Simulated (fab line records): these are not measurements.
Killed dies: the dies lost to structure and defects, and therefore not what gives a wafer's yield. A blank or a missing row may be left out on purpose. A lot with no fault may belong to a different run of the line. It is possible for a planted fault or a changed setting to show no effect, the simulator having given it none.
Which of the tools did it? | flow gf180mcu | Sampling: 24 lots, 72 wafers, 4 of 602 route steps

== WHAT EACH GAUGE READ, for each wafer ==
GF_DUAL_GATE_OVL_MEAS_11.
lot  | measured     | on         | DUAL_GATE_OVL (nm)
L074 | day 8 05:35  | overlay-01 | 0.3 0.8 -1.3
L075 | day 8 13:25  | overlay-02 | -0.7 -1.8 -0.4
L076 | day 8 21:37  | overlay-01 | -3.0 -3.4 -2.6
L077 | day 9 04:11  | overlay-01 | 1.1 0.6 1.7
L078 | day 9 13:01  | overlay-02 | -0.8 0.1 -0.1
L079 | day 9 22:58  | overlay-02 | 2.1 1.6 0.3
L080 | day 10 07:29 | overlay-02 | -1.0 -0.2 -1.3
L081 | day 10 13:28 | overlay-01 | 0.6 0.7 -0.4
L082 | day 10 16:01 | overlay-01 | -2.0 -1.7 -1.7
L083 | day 10 20:18 | overlay-01 | -0.2 0.2 -0.7
L084 | day 11 01:13 | overlay-02 | -3.3 -2.0 -2.2
L085 | day 11 12:40 | overlay-02 | -1.3 0.2 0.6
L086 | day 11 18:44 | overlay-02 | -2.0 -2.0 -1.0
L087 | day 12 00:24 | overlay-01 | 0.4 0.8 0.4
L088 | day 12 07:21 | overlay-02 | -0.2 -2.3 -2.3
L089 | day 12 14:33 | overlay-02 | -2.4 -3.6 -4.3
L090 | day 12 23:30 | overlay-02 | -0.6 -1.3 -0.4
L091 | day 13 03:31 | overlay-01 | -1.9 -1.9 -1.7
L092 | day 13 11:19 | overlay-02 | -0.6 -1.7 -1.0
L093 | day 13 20:43 | overlay-01 | 1.7 2.3 2.8
L094 | day 14 04:19 | overlay-01 | 0.9 1.4 3.0
L095 | day 14 07:36 | overlay-02 | 1.5 -0.4 0.0
L096 | day 14 16:00 | overlay-01 | -0.7 0.5 -1.6
L097 | day 15 01:25 | overlay-02 | 1.7 1.1 3.9

GF_POLY_GATE_THK_MEAS_17.
lot  | measured     | on            | POLY_GATE_OXIDATION_THK (nm)
L074 | day 9 05:01  | film metro-04 | 4.17 4.05 3.96
L075 | day 9 16:04  | film metro-03 | 4.01 3.97 4.05
L076 | day 9 21:41  | film metro-04 | 4.01 4.01 3.98
L077 | day 10 05:11 | film metro-04 | 3.91 3.94 3.96
L078 | day 10 17:05 | film metro-04 | 4.10 4.06 4.02
L079 | day 11 00:29 | film metro-04 | 3.96 3.96 3.98
L080 | day 11 05:56 | film metro-04 | 4.04 4.01 3.96
L081 | day 11 12:51 | film metro-04 | 3.90 3.93 3.96
L082 | day 11 16:53 | film metro-01 | 3.88 3.93 3.99
L083 | day 11 20:17 | film metro-03 | 3.96 3.88 4.00
L084 | day 12 01:02 | film metro-04 | 4.00 3.94 3.94
L085 | day 12 12:17 | film metro-01 | 4.04 4.04 4.04
L086 | day 12 20:00 | film metro-04 | 3.92 3.95 3.93
L087 | day 13 02:35 | film metro-01 | 4.04 4.07 4.06
L088 | day 13 09:04 | film metro-03 | 4.03 4.11 4.12
L089 | day 13 15:22 | film metro-04 | 3.94 3.90 3.84
L090 | day 14 00:55 | film metro-03 | 4.09 4.10 4.17
L091 | day 14 07:28 | film metro-01 | 4.03 4.01 4.06
L092 | day 14 12:13 | film metro-03 | 3.99 4.00 4.00
L093 | day 14 21:34 | film metro-04 | 4.09 3.98 4.04
L094 | day 15 06:41 | film metro-01 | 3.91 3.92 4.05
L095 | day 15 12:11 | film metro-04 | 4.02 4.04 3.90
L096 | day 15 18:27 | film metro-04 | 4.01 4.06 3.97
L097 | day 16 05:07 | film metro-04 | 4.11 3.99 4.08

GF_HV_LDD_OVL_MEAS_08.
lot  | measured     | on         | HV_LDD_OVL (nm)
L074 | day 9 22:00  | overlay-02 | -1.3 -0.1 -0.8
L075 | day 10 08:52 | overlay-01 | -2.3 -2.8 -1.0
L076 | day 10 14:59 | overlay-02 | 1.7 0.9 0.7
L077 | day 10 22:31 | overlay-01 | -2.1 -2.0 -0.8
L078 | day 11 11:16 | overlay-01 | 0.6 -0.7 -0.7
L079 | day 11 18:52 | overlay-01 | 1.4 1.6 2.9
L080 | day 12 00:31 | overlay-02 | 1.0 1.3 1.8
L081 | day 12 07:46 | overlay-02 | -0.3 0.6 -0.1
L082 | day 12 12:19 | overlay-02 | -0.5 -2.4 -1.5
L083 | day 12 15:56 | overlay-01 | 0.4 0.1 2.9
L084 | day 12 20:38 | overlay-01 | -1.9 -0.5 -0.8
L085 | day 13 08:05 | overlay-02 | -2.4 -1.9 -1.9
L086 | day 13 15:55 | overlay-01 | 1.8 1.5 2.8
L087 | day 13 22:42 | overlay-02 | 1.1 0.6 0.9
L088 | day 14 05:31 | overlay-01 | 1.5 0.0 0.1
L089 | day 14 12:25 | overlay-01 | 0.8 1.8 2.4
L090 | day 14 20:55 | overlay-02 | -0.1 -0.3 0.5
L091 | day 15 04:25 | overlay-02 | -0.6 -1.9 -1.5
L092 | day 15 09:05 | overlay-01 | 1.9 2.3 1.4
L093 | day 15 18:52 | overlay-02 | -1.7 -2.4 -0.5
L094 | day 16 04:55 | overlay-01 | -1.4 -1.4 -0.9
L095 | day 16 10:56 | overlay-01 | -0.4 -1.6 -1.4
L096 | day 16 17:27 | overlay-01 | -1.1 -0.9 -0.5
L097 | day 17 04:23 | overlay-01 | -0.4 -0.7 -1.4

== EACH LOT AND THE TOOL THAT RAN IT (in order: tool; ch and the chambers of the sampled wafers; start) ==
lot  | GF_VT_IMPLANT_STRIP_09
L074 | plasma asher-01 ch 1, day 5 14:53
L075 | plasma asher-01 ch 1, day 5 21:32
L076 | plasma asher-01 ch 0,1, day 6 03:08
L077 | plasma asher-03 ch 0,1, day 6 08:58
L078 | plasma asher-04 ch 0,1, day 6 17:02
L079 | plasma asher-01 ch 0,1, day 6 22:02
L080 | plasma asher-01 ch 0,1, day 7 02:08
L081 | plasma asher-03 ch 0,1, day 7 13:01
L082 | plasma asher-01 ch 0,1, day 7 16:20
L083 | plasma asher-04 ch 0,1, day 7 20:16
L084 | plasma asher-03 ch 0,1, day 8 02:56
L085 | plasma asher-04 ch 0,1, day 8 11:47
L086 | plasma asher-04 ch 0,1, day 8 16:16
L087 | plasma asher-04 ch 0,1, day 8 23:35
L088 | plasma asher-04 ch 0,1, day 9 05:20
L089 | plasma asher-04 ch 0,1, day 9 10:59
L090 | plasma asher-01 ch 0,1, day 9 18:14
L091 | plasma asher-03 ch 1, day 9 23:35
L092 | plasma asher-01 ch 0,1, day 10 05:08
L093 | plasma asher-03 ch 0,1, day 10 12:59
L094 | plasma asher-04 ch 0, day 10 18:50
L095 | plasma asher-01 ch 0,1, day 10 22:26
L096 | plasma asher-01 ch 0,1, day 11 06:58
L097 | plasma asher-03 ch 0,1, day 11 14:53
- GF_VT_IMPLANT_STRIP_09: strips in O2/N2.

== AS READ BY THE TOOLS THEMSELVES (means over the sampled wafers that have a number; for cases with no such wafer, the mark the record gives instead) ==
GF_VT_IMPLANT_STRIP_09.
lot  | tool            | drypump motor current A (A) | heater power w (W) | oes product au (a.u.) | strip time to endpoint s (s)
L074 | plasma asher-01 | 5.7                         | 359                | 0.717                 | 12.58
L075 | plasma asher-01 | 5.7                         | 363                | 0.715                 | 12.63
L076 | plasma asher-01 | 5.8                         | 317                | 0.712                 | 12.58
L077 | plasma asher-03 | 6.1                         | 356                | 0.715                 | 12.61
L078 | plasma asher-04 | 5.3                         | 299                | 0.713                 | 12.65
L079 | plasma asher-01 | 5.7                         | 319                | 0.719                 | 12.58
L080 | plasma asher-01 | 5.7                         | 322                | 0.716                 | 12.59
L081 | plasma asher-03 | 6.1                         | 357                | 0.714                 | 12.64
L082 | plasma asher-01 | 5.7                         | 322                | 0.720                 | 12.71
L083 | plasma asher-04 | 5.2                         | 295                | 0.714                 | 12.59
L084 | plasma asher-03 | 6.1                         | 358                | 0.717                 | 12.58
L085 | plasma asher-04 | 5.3                         | 297                | 0.716                 | 12.63
L086 | plasma asher-04 | 5.2                         | 301                | 0.712                 | 12.60
L087 | plasma asher-04 | 5.2                         | 294                | 0.718                 | 12.64
L088 | plasma asher-04 | 5.6                         | 285                | 0.714                 | 12.59
L089 | plasma asher-04 | 5.3                         | 300                | 0.720                 | 12.57
L090 | plasma asher-01 | 5.7                         | 284                | 0.715                 | 12.59
L091 | plasma asher-03 | 6.3                         | 352                | 0.713                 | 12.63
L092 | plasma asher-01 | 5.8                         | 283                | 0.717                 | 12.62
L093 | plasma asher-03 | 5.9                         | 363                | 0.718                 | 12.61
L094 | plasma asher-04 | 6.0                         | 261                | 0.713                 | 12.65
L095 | plasma asher-01 | 5.8                         | 320                | 0.715                 | 12.65
L096 | plasma asher-01 | 5.8                         | 291                | 0.713                 | 12.62
L097 | plasma asher-03 | 5.9                         | 359                | 0.717                 | 12.65

== THE ANSWER, worked out from the rows above alone ==
Rule: usual is defined by the lots themselves. The widest of any qualifying gaps counts: lots, ordered by their means at a reading, are off when they make up no more than a third of the lots, leave a main group of 4 or more, and stand apart from it by 3 or more times the standard deviation of that group's means. The tables above print the reading to a certain number of digits; a main group whose means all agree to those digits is not used. A lot without any number at a reading at which 4 lots or more have one is off too. All remaining lots with rows at the step are treated as sound. First the gauges in route order, then the tools' own readings, where a lot's mean is used as printed above. At the first step where some lot is off, the reading lying furthest off is the one used; lots without a number count as furthest.
No lot is off on any of the readings shown, so nothing can be concluded from this.

== WHAT HAD BEEN PUT IN BY THE SIMULATOR ==
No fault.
